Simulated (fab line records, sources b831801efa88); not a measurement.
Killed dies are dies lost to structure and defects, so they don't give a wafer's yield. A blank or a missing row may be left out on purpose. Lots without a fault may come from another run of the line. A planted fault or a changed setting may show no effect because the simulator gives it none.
Which tool did it? | flow gf180mcu | 6 lots, 18 wafers sampled, at 3 steps of a route of 602

WHAT THE GAUGES READ, wafer by wafer
GF_POLY_GATE_THK_MEAS_01.
lot  | measured     | on            | POLY_GATE_CVD_00_THK (nm)
L515 | day 8 15:31  | film_metro-03 | 196.1 196.3 197.5
L518 | day 9 12:37  | film_metro-03 | 195.6 194.3 196.2
L524 | day 11 11:58 | film_metro-02 | 199.7 198.7 198.9
L526 | day 11 21:52 | film_metro-02 | 200.2 201.3 202.4
L528 | day 12 12:01 | film_metro-04 | 202.6 202.2 200.4
L536 | day 15 02:21 | film_metro-02 | 159.6 159.6 160.9

WHICH TOOL RAN EACH LOT (tool, then ch and the chambers of the sampled wafers, then the start)
lot  | GF_VT_IMPLANT_RTA_45             | GF_POLY_GATE_CVD_00
L515 | rtp_anneal-01 ch 0, day 7 16:58  | lpcvd-01 ch 1, day 8 13:29
L518 | rtp_anneal-01 ch 0, day 8 13:52  | lpcvd-02 ch 1, day 9 11:17
L524 | rtp_anneal-02 ch 0, day 10 12:13 | lpcvd-02 ch 1, day 11 10:38
L526 | rtp_anneal-01 ch 0, day 10 22:46 | lpcvd-01 ch 0, day 11 20:32
L528 | rtp_anneal-01 ch 0, day 11 09:43 | lpcvd-02 ch 0, day 12 10:01
L536 | rtp_anneal-01 ch 0, day 13 17:14 | lpcvd-02 ch 1, day 15 01:01
- GF_VT_IMPLANT_RTA_45: time 30 s.
- GF_POLY_GATE_CVD_00: deposits poly-Si, target thk 200 nm, time 1200 s.

THE ANSWER, worked out from the rows above alone
Rule: what is usual is taken from the lots themselves. Put in order of their means at a reading, lots are off if they are a third of the lots or fewer, leave a main group of 4 or more, and stand apart from it by a gap of 3 or more times the standard deviation of the main group's means; of several such gaps the widest counts. A main group whose means are all the same, to the digits that the tables above print for the reading, isn't used. A lot without any number at a reading at which 4 lots or more have one is off too. The other lots that the step has rows for count as sound.
Off: L536, at GF_POLY_GATE_THK_MEAS_01 (POLY_GATE_CVD_00_THK). The main group: mean 198.8 nm, standard deviation 2.5.
A tool fits if, at a process step before that reading, it ran every lot that is off, and no sound lot after the first of them. The gauges at GF_POLY_GATE_THK_MEAS_01 are tried like those tools. Can't be told from this: 3 tools fit, rtp_anneal-01 at GF_VT_IMPLANT_RTA_45, lpcvd-02 at GF_POLY_GATE_CVD_00, film_metro-02 at GF_POLY_GATE_THK_MEAS_01.

WHAT THE SIMULATOR HAD PUT IN
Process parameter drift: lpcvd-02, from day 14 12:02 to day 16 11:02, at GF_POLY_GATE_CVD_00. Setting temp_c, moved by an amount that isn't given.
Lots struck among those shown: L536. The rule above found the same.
